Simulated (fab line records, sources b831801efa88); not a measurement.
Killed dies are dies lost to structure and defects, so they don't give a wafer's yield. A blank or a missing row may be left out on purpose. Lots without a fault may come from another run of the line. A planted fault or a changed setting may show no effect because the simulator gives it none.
fab line records | flow sfq_line
record lots=6 wafers=18 last_day=86
route steps=325 shown I3@144 M4@148
lots that met no fault: from a run of the same line without faults
start_h: hours from the record's first day to the start of the lot's first wafer shown | wait_h: hours since the lot's step before | " the same as in the row above | L1.1+2: a row that stands for several wafers | - no value, or no start given | * or withheld: withheld | < > ~ a bound
route shown NAME@n: a module of which the file shows steps, and the number in the route of the first | usual: mean/standard deviation of fault-free wafers | same: alike in all rows | chamber/n: place in a boat | sites: the reading at each site | _std_site: their standard deviation | _edge_site: outer sites' mean less inner sites' | radius_mm: how far each site lies from the wafer's centre | mask NAME#n: copy n | behind: the tool/chamber that last shaped the wafer | hold: why the lot was held/for how many hours/how that ended | device: the transistor (n, p or np) that didn't switch | end of line: the same wafers' tests at the end of the route | a step without rows: its recipe alone | killed: dies lost to structure and defects at the first sort, not the wafer's yield | map: a wafer's dies, x killed, . not, _ none there
set.NAME: the setting as run; set.NAME@STEP: as run at that earlier step | model.NAME: the simulator's own value behind a step, which no gauge read
lots at some steps of the route; a table a step, a row a wafer
services: from which hour (start_h, from the record's first day; less than 0 if before it) a tool's chamber was out of use, for how many hours, and why
## steps
# step SFQ_TRILAYER_I3_VIA_BARC_OPEN_VIA_ETCH_121
# recipe mask_material=PR chemistry=O2 target_depth_nm=125 target=BARC source_w=500 bias_w=80 pressure_mtorr=30 time_s=41.7
# usual drypump_motor_current_A=5.5/0.35 oes_product_au=0.685/0.0045
# columns lot.wafer tool chamber start_h wait_h drypump_motor_current_A oes_product_au rf_hours_counter_h
L240.3 rie_diel-04 1 964.98 0.0 5.9 0.682 12
L240.5 " 3 " " 5.4 0.681 -
L240.6 " 1 " " 5.9 0.690 -
L252.1 rie_diel-04 3 1054.09 0.0 5.4 0.687 10
L252.2 " 1 " " 6.0 0.692 13
L252.5 " 3 " " 5.4 0.689 -
L253.1 rie_diel-03 2 1055.29 0.0 6.1 0.691 13
L253.3 " 0 " " 5.8 0.690 8
L253.5 " 2 " " 6.1 0.692 -
L259.4 rie_diel-01 3 1205.71 0.0 5.7 0.677 0
L259.5 " 1 " " 5.5 0.678 -
L259.6 " 0 " " 5.1 0.678 -
L260.1 rie_diel-01 2 1212.64 0.0 5.4 0.683 11
L260.3 " 0 " " 5.1 0.687 8
L260.6 " 0 " " 5.1 0.692 -
L261.1 rie_diel-01 1 1248.51 0.0 5.6 0.684 9
L261.4 " 1 " " 5.6 0.672 -
L261.5 " 2 " " 5.4 0.683 -
# step SFQ_TRILAYER_I3_VIA_ETCH_VIA_ETCH_088
# recipe target=SiO2 stop_on=Nb mask_material=PR taper_deg=20 chemistry=CHF3 target_depth_nm=260 source_w=500 bias_w=80 pressure_mtorr=30 time_s=withheld
# usual drypump_motor_current_A=5.5/0.35 oes_product_au=0.856/0.005
# columns lot.wafer tool chamber start_h wait_h drypump_motor_current_A oes_product_au
L240.3 rie_diel-04 1 965.02 0.0 5.9 0.854
L240.5 " 3 " " 5.4 0.846
L240.6 " 1 " " 6.0 0.863
L252.1 rie_diel-04 3 1054.13 0.0 5.4 0.856
L252.2 " 1 " " 6.0 0.861
L252.5 " 3 " " 5.4 0.857
L253.1 rie_diel-03 2 1055.33 0.0 6.1 0.851
L253.3 " 0 " " 5.8 0.855
L253.5 " 2 " " 6.1 0.859
L259.4 rie_diel-01 3 1205.74 0.0 5.6 0.855
L259.5 " 1 " " 5.6 0.858
L259.6 " 0 " " 5.1 0.851
L260.1 rie_diel-01 2 1212.68 0.0 5.4 0.860
L260.3 " 0 " " 5.1 0.854
L260.6 " 0 " " 5.1 0.869
L261.1 rie_diel-01 1 1248.55 0.0 5.6 0.855
L261.4 " 1 " " 5.6 0.860
L261.5 " 2 " " 5.4 0.860
# step SFQ_TRILAYER_I3_VIA_STRIP_STRIP_089
# recipe gas=O2 power_w=200 platen_temp_c=40 overash_fraction=0.65 chemistry=O2 pressure_mtorr=50
# usual drypump_motor_current_A=5.7/0.37 he_backside_leak_sccm=3.6/0.37 oes_product_au=0.997/0.012
# columns lot.wafer tool chamber start_h wait_h drypump_motor_current_A he_backside_leak_sccm oes_product_au rf_hours_counter_h
L240.3 rie_metal-01 1 965.34 - 5.3 3.3 0.990 -
L240.5 " 0 " " 5.6 3.6 0.992 -
L240.6 " 1 " " 5.3 3.6 0.984 -
L252.1 rie_metal-01 1 1054.24 - 5.3 3.4 1.009 111
L252.2 " 0 " " 5.6 3.7 1.004 96
L252.5 " 1 " " 5.3 3.7 1.008 -
L253.1 rie_metal-04 1 1055.44 - 5.6 3.6 0.997 8
L253.3 " 0 " " 5.7 3.1 0.985 -
L253.5 " 0 " " 5.7 3.2 0.974 -
L259.4 rie_metal-01 0 1206.46 - 5.6 3.8 1.012 -
L259.5 " 0 " " 5.6 3.9 1.001 -
L259.6 " 0 " " 5.6 4.0 1.004 -
L260.1 rie_metal-04 1 1212.79 - 5.5 3.8 0.997 27
L260.3 " 1 " " 5.5 3.8 0.995 -
L260.6 " 0 " " 5.7 3.2 0.972 -
L261.1 rie_metal-04 1 1248.66 - 5.6 3.7 1.009 34
L261.4 " 0 " " 5.7 3.4 0.986 -
L261.5 " 0 " " 5.7 3.4 0.987 -
# step SFQ_TRILAYER_I3_VIA_STRIP_SOLV_CLEAN_090
# recipe chemistry=NMP temp_c=70 time_s=600
# step SFQ_TRILAYER_M4_DEP_PRE_CLEAN_092
# recipe gas=Ar time_s=22.5 bias_v=250
# step SFQ_TRILAYER_M4_DEP_SPUTTER_091
# recipe material=Nb base_pressure_pa=1.33e-06 chamber_pressure_pa=0.1333 substrate_temp_c=20 resputter_cathode_voltage_v=400 target_thk_nm=200 power_w=2000 time_s=133.3
# usual throttle_valve_pct=29.3/1
# columns lot.wafer tool chamber start_h wait_h throttle_valve_pct
L240.3 pvd_sputter-04 - 965.94 0.0 29.9
L240.5 " - " " 29.7
L240.6 " - " " 27.9
L252.1 pvd_sputter-04 - 1055.05 0.0 29.7
L252.2 " - " " 29.8
L252.5 " - " " 27.8
L253.1 pvd_sputter-06 - 1056.25 0.0 29.9
L253.3 " - " " 29.2
L253.5 " - " " 30.1
L259.4 pvd_sputter-06 - 1207.26 0.0 30.2
L259.5 " - " " 29.9
L259.6 " - " " 29.3
L260.1 pvd_sputter-06 - 1213.60 0.0 29.7
L260.3 " - " " 29.4
L260.6 " - " " 27.8
L261.1 pvd_sputter-04 - 1249.47 0.0 29.8
L261.4 " - " " 27.8
L261.5 " - " " 29.7
# step SFQ_M4_RS_MEAS_924
# recipe thk_meas_gauge=four-point-probe reads=Nb_of_TRILAYER_M4_DEP_SPUTTER_091
# usual M4_NB_RS=0.885/0.012
# columns lot.wafer tool chamber start_h wait_h M4_NB_RS[ohm/sq]
L240.3 film_metro-02 - 966.07 0.1 0.908
L240.5 " - " " 0.905
L240.6 " - " " 0.884
L252.1 film_metro-01 - 1055.14 0.0 0.887
L252.2 " - " " 0.899
L252.5 " - " " 0.875
L253.1 film_metro-03 - 1056.34 0.0 0.881
L253.3 " - " " 0.879
L253.5 " - " " 0.870
L259.4 film_metro-01 - 1207.41 0.1 0.874
L259.5 " - " " 0.877
L259.6 " - " " 0.877
L260.1 film_metro-01 - 1213.69 0.0 0.877
L260.3 " - " " 0.875
L260.6 " - " " 0.876
L261.1 film_metro-02 - 1249.56 0.0 0.891
L261.4 " - " " 0.890
L261.5 " - " " 0.897
# step SFQ_TRILAYER_M4_LITHO_COAT_098
# recipe resist=BARC spin_rpm=3000 resist_thk_nm=62
# step SFQ_TRILAYER_M4_LITHO_COAT_093
# recipe resist=KrF spin_rpm=3000 resist_thk_nm=600
# step SFQ_TRILAYER_M4_LITHO_SOFTBAKE_097
# recipe temp_c=withheld time_s=withheld resist=KrF
# step SFQ_TRILAYER_M4_LITHO_EXPOSE_094
# recipe mask_id=M4 na=0.6 source_shape=conventional sigma_outer=0.65 target_cd_nm=500 dose_mj=14.4
# step SFQ_TRILAYER_M4_LITHO_PEB_096
# recipe peb_temp_c=115 peb_time_s=60 resist=KrF
# usual chill_plate_temp_C=23.03/0.11 exhaust_pa=44.9/0.88 plate_temp_C=115.03/0.12
# columns lot.wafer tool chamber start_h wait_h chill_plate_temp_C exhaust_pa plate_temp_C
L240.3 litho_track-03 0 968.90 0.7 22.84 44.1 114.83
L240.5 " 0 " " 22.95 44.1 114.90
L240.6 " 0 " " 23.09 44.7 114.95
L252.1 litho_track-02 - 1073.06 1.0 - - -
L252.2 " - " " - - -
L252.5 " - " " - - -
L253.1 litho_track-02 - 1074.26 1.0 - - -
L253.3 " - " " - - -
L253.5 " - " " - - -
L259.4 litho_track-03 0 1210.21 0.5 22.88 45.4 114.96
L259.5 " 0 " " 22.97 44.5 115.16
L259.6 " 0 " " 23.10 45.2 115.08
L260.1 litho_track-02 0 1244.57 1.0 23.26 44.2 115.03
L260.3 " 0 " " 23.09 45.3 114.96
L260.6 " 0 " " 23.11 43.7 115.04
L261.1 litho_track-02 0 1256.57 1.0 22.98 45.3 115.14
L261.4 " 0 " " 23.02 44.6 115.07
L261.5 " 0 " " 22.99 45.6 114.99
# step SFQ_TRILAYER_M4_LITHO_DEVELOP_095
# recipe time_s=60 resist=KrF
## services
# columns tool chamber start_h hours kind
rie_diel-01 - 946.65 0.4 repair
rie_diel-04 - 948.18 1.1 repair
rie_diel-04 0 951.82 14.4 repair
rie_metal-01 - 953.63 1.0 repair
rie_diel-04 3 973.37 13.9 repair
rie_metal-01 1 976.91 1.0 repair
rie_diel-04 1 977.99 3.0 repair
pvd_sputter-06 - 979.52 2.1 repair
rie_metal-04 - 991.43 1.4 pm
rie_metal-01 1 994.76 3.1 repair
rie_diel-04 1 1001.93 5.1 repair
rie_diel-01 1 1010.58 5.5 repair
pvd_sputter-04 - 1046.11 1.4 repair
rie_diel-01 0 1087.08 7.0 repair
pvd_sputter-06 - 1091.66 0.5 repair
rie_diel-04 0 1108.71 32.3 repair
rie_diel-01 0 1116.85 2.6 repair
rie_diel-01 2 1132.54 9.9 repair
rie_diel-04 - 1133.78 2.8 pm
rie_diel-01 2 1158.18 10.2 repair
rie_diel-04 2 1160.62 11.7 repair
rie_diel-04 - 1198.14 0.5 repair
rie_diel-04 0 1224.97 2.6 repair
rie_diel-01 3 1246.04 5.2 repair
## key
first_sign step=SFQ_TRILAYER_M4_LITHO_PEB_096 reading=tool_record direction=missing
effect none on later readings
met_at SFQ_TRILAYER_M4_LITHO_PEB_096
struck_wafers L252.1,L252.2,L252.5,L253.1,L253.3,L253.5
fault kind=skipped_step_whole tool=litho_track-02 chamber=- onset_h=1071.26 steps=SFQ_TRILAYER_M4_LITHO_PEB_096 scope=struck_lots_only
